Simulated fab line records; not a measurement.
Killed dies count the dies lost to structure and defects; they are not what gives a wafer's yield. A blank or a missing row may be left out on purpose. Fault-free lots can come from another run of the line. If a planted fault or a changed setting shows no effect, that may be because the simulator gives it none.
A single fault, viewed from 2 desks + flow gf180mcu + every desk sees just its own numbers, and what lay behind them comes last

THE TOOL OWNER'S DESK: furnace-01
The tool's own readings at GF_DUAL_GATE_OXIDATION_02 (stabilise 600 s, purge 300 s, target thk 10.887 nm): means of the sampled wafers that have a number, for each lot that ran on this tool. A lot is out of limits, marked OUT, if its mean lies more than 4 standard deviations from the usual mean; the brackets give that distance. Of its 8 readings 7 are shown: the one that was out of limits first, and those that lie furthest out on some lot.
Columns: A = spike_tc_bottom_C at GF_DUAL_GATE_OXIDATION_02, usual 913.7 C; B = spike_tc_centre_C at GF_DUAL_GATE_OXIDATION_02, usual 899.7 C; C = spike_tc_lower_C at GF_DUAL_GATE_OXIDATION_02, usual 900.4 C; D = spike_tc_top_C at GF_DUAL_GATE_OXIDATION_02, usual 907.7 C; E = spike_tc_upper_C at GF_DUAL_GATE_OXIDATION_02, usual 901.5 C; F = tube_center_temp_C at GF_DUAL_GATE_OXIDATION_02, usual 900 C; G = tube_center_temp_C_max at GF_DUAL_GATE_OXIDATION_02, usual 902.3
| lot  | first seen here | A               | B               | C               | D               | E               | F                     | G               |
|------|-----------------|-----------------|-----------------|-----------------|-----------------|-----------------|-----------------------|-----------------|
| L727 | day 9 01:10     | 914.1           | 900.4           | 899.7           | 909.9           | 901.4           | 900                   | 902.2           |
| L728 | day 9 02:45     | 913.9           | 899.8           | 901.0           | 908.1           | 900.9           | 900                   | 902.3           |
| L729 | day 9 13:38     | 944.8 (+35) OUT | 930.1 (+31) OUT | 931.5 (+32) OUT | 940.4 (+15) OUT | 932.9 (+35) OUT | 931 (+99 or more) OUT | 932.7 (+80) OUT |
| L731 | day 10 02:32    | 944.8 (+35) OUT | 930.2 (+31) OUT | 930.2 (+30) OUT | 939.8 (+15) OUT | 932.1 (+34) OUT | 931 (+99 or more) OUT | 933.1 (+81) OUT |
| L742 | day 13 06:11    | 913.3           | 899.4           | 900.4           | 909.5           | 901.9           | 900                   | 902.3           |
| L744 | day 13 20:18    | 914.1           | 899.6           | 899.7           | 910.0           | 901.4           | 900                   | 902.3           |
| L745 | day 14 08:40    | 914.3           | 899.2           | 900.5           | 910.5           | 902.0           | 900                   | 902.3           |
This desk's finding: out of limits on L729, L731; first on L729, day 9 13:38 (spike_tc_bottom_C at GF_DUAL_GATE_OXIDATION_02). Within limits: L727, L728, L742, L744, L745.

FROM THE METROLOGY DESK
What the gauges read, lot by lot, whatever tool the lot ran on: means of the sampled wafers that have a number. A lot is out of limits, marked OUT, if its mean lies more than 4 standard deviations from the usual mean; the brackets give that distance.
Columns: A = DNWELL_TW at GF_DNWELL_TW_MEAS_09, usual 1360; B = DUAL_GATE_OXIDATION_00_THK at GF_DUAL_GATE_THK_MEAS_03, usual 10.82 nm; C = cd_nm at GF_POLY_GATE_CD_MEAS_18, usual 280.6 nm
| lot  | first seen here | A    | B               | C     |
|------|-----------------|------|-----------------|-------|
| L725 | day 3 10:01     | 1367 | 10.64           | 279.1 |
| L727 | day 3 20:50     | 1368 | 10.94           | 283.0 |
| L728 | day 4 01:23     | 1369 | 10.75           | 279.8 |
| L729 | day 4 07:59     | 1375 | 15.11 (+19) OUT | 281.1 |
| L730 | day 4 13:47     | 1335 | 10.62           | 280.8 |
| L731 | day 4 16:44     | 1343 | 15.07 (+18) OUT | 280.5 |
| L733 | day 5 07:25     | 1357 | 11.07           | 281.3 |
| L737 | day 6 03:41     | 1352 | 10.65           | 282.2 |
| L738 | day 6 10:01     | 1355 | 10.98           | 280.8 |
| L742 | day 7 05:49     | 1352 | 11.03           | 280.4 |
| L744 | day 7 14:25     | 1362 | 10.44           | 280.0 |
| L745 | day 8 01:31     | 1373 | 10.87           | 281.3 |
Per this desk, out of limits: L729, L731; the first was L729, day 9 15:06 (DUAL_GATE_OXIDATION_00_THK at GF_DUAL_GATE_THK_MEAS_03). Within limits: L725, L727, L728, L730, L733, L737, L738, L742, L744, L745.

TAKEN TOGETHER
An alarm could have come from the tool owner's desk at day 9 13:38, on L729, L731.
Metrology desk: alarm possible at day 9 15:06 on L729, L731.
On furnace-01, each named lot ran GF_DUAL_GATE_OXIDATION_02.

WHAT WAS PUT IN BY THE SIMULATOR
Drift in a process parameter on furnace-01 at GF_DUAL_GATE_OXIDATION_02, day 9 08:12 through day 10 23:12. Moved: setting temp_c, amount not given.
Struck lots among those shown: L729, L731.
Time in hours from fault onset to the first out-of-limits reading at each desk: tool owner's desk 5, metrology desk 7.
